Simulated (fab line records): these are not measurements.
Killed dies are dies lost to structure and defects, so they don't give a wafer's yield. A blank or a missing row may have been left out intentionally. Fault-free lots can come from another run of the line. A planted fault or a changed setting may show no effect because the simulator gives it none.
Tool commonality check + flow gf180mcu + 13 lots and 39 wafers in the sample

THE REASON FOR OPENING IT
GF_HV_LDD_TW_MEAS_38, reading HV_LDD_3_TW: flagged on 2 of 13 lots. Fault-free wafers read 1428, with a standard deviation of 8.4.
Rule: flag the lot when none of its wafers has a number, or when each of its wafers that has one lies beyond 4 standard deviations from that mean. The other lots count as sound.

| lot  | measured     | on           | HV_LDD_3_TW, wafer by wafer | flag    |
|------|--------------|--------------|-----------------------------|---------|
| L640 | day 11 15:24 | filmMetro-03 | 1419 1421 1419              |         |
| L645 | day 13 04:59 | filmMetro-02 | 1439 1438 1437              |         |
| L647 | day 13 20:28 | filmMetro-04 | 1427 1429 1427              |         |
| L648 | day 14 02:37 | filmMetro-04 | 1433 1429 1434              |         |
| L649 | day 14 12:07 | filmMetro-03 | 1428 1425 1427              |         |
| L650 | day 15 00:01 | filmMetro-04 | 1325 1327 1331              | FLAGGED |
| L652 | day 15 15:55 | filmMetro-02 | 1425 1441 1435              |         |
| L655 | day 16 08:47 | filmMetro-02 | 1326 1320 1317              | FLAGGED |
| L657 | day 17 02:19 | filmMetro-03 | 1409 1414 1409              |         |
| L658 | day 17 08:16 | filmMetro-04 | 1430 1425 1424              |         |
| L660 | day 18 04:23 | filmMetro-02 | 1428 1433 1429              |         |
| L661 | day 18 12:04 | filmMetro-03 | 1412 1419 1413              |         |
| L663 | day 18 23:21 | filmMetro-04 | 1426 1430 1438              |         |
Average over the flagged lots: 1324; offset from the usual -104, equal to -12 standard deviations.

LOT BY LOT: THE TOOL USED
The record keeps 1 process step preceding the reading, out of 602 steps on the route. Every cell lists first the tool, next ch and the chambers used by the sampled wafers, and last the start.
| lot  | flag    | GF_HV_LDD_IMPLANT_34            |
|------|---------|---------------------------------|
| L640 |         | implanter-01 ch 0, day 11 14:53 |
| L645 |         | implanter-03 ch 0, day 13 04:28 |
| L647 |         | implanter-04 ch 0, day 13 19:55 |
| L648 |         | implanter-04 ch 0, day 14 02:05 |
| L649 |         | implanter-03 ch 0, day 14 11:34 |
| L650 | FLAGGED | implanter-03 ch 0, day 14 23:29 |
| L652 |         | implanter-01 ch 0, day 15 15:23 |
| L655 | FLAGGED | implanter-03 ch 0, day 16 08:14 |
| L657 |         | implanter-04 ch 0, day 17 01:46 |
| L658 |         | implanter-04 ch 0, day 17 07:43 |
| L660 |         | implanter-04 ch 0, day 18 03:50 |
| L661 |         | implanter-04 ch 0, day 18 11:31 |
| L663 |         | implanter-04 ch 0, day 18 22:48 |
These steps, and what they do:
- GF_HV_LDD_IMPLANT_34
- GF_HV_LDD_TW_MEAS_38

FLAGGED AGAINST TOTAL, ONE TOOL AT A TIME (gauges that did the reading follow at the end)
| step                 | tool         | lots run | flagged | share of the flagged lots | sound lots run after its first flagged lot |
|----------------------|--------------|----------|---------|---------------------------|--------------------------------------------|
| GF_HV_LDD_IMPLANT_34 | implanter-01 | 2        | 0       | none                      | -                                          |
| GF_HV_LDD_IMPLANT_34 | implanter-03 | 4        | 2       | all                       | 0                                          |
| GF_HV_LDD_IMPLANT_34 | implanter-04 | 7        | 0       | none                      | -                                          |
| GF_HV_LDD_TW_MEAS_38 | filmMetro-02 | 4        | 1       | some                      | 1 (L660)                                   |
| GF_HV_LDD_TW_MEAS_38 | filmMetro-03 | 4        | 0       | none                      | -                                          |
| GF_HV_LDD_TW_MEAS_38 | filmMetro-04 | 5        | 1       | some                      | 2 (L658,L663)                              |

WHAT THE TABLE PERMITS
In the table, 1 row covers all flagged lots: implanter-03 at GF_HV_LDD_IMPLANT_34.
- implanter-03 at GF_HV_LDD_IMPLANT_34: 2 of its 4 lots flagged. A fault beginning between L649 (day 14 11:34), its last sound lot, and L650 (day 14 23:29), its first flagged one, fits the data. Its own readings lie more than 4 standard deviations out on every wafer of the flagged lots: doseIonsCm2, faradayCurrentUA.
Left over: one tool, implanter-03 at GF_HV_LDD_IMPLANT_34.

WHAT THE SIMULATOR HAD PUT IN
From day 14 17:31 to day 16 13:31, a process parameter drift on implanter-03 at GF_HV_LDD_IMPLANT_34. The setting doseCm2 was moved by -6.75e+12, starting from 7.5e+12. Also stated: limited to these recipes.
Struck lots among those shown: L650, L655. The rule given above showed the same thing.
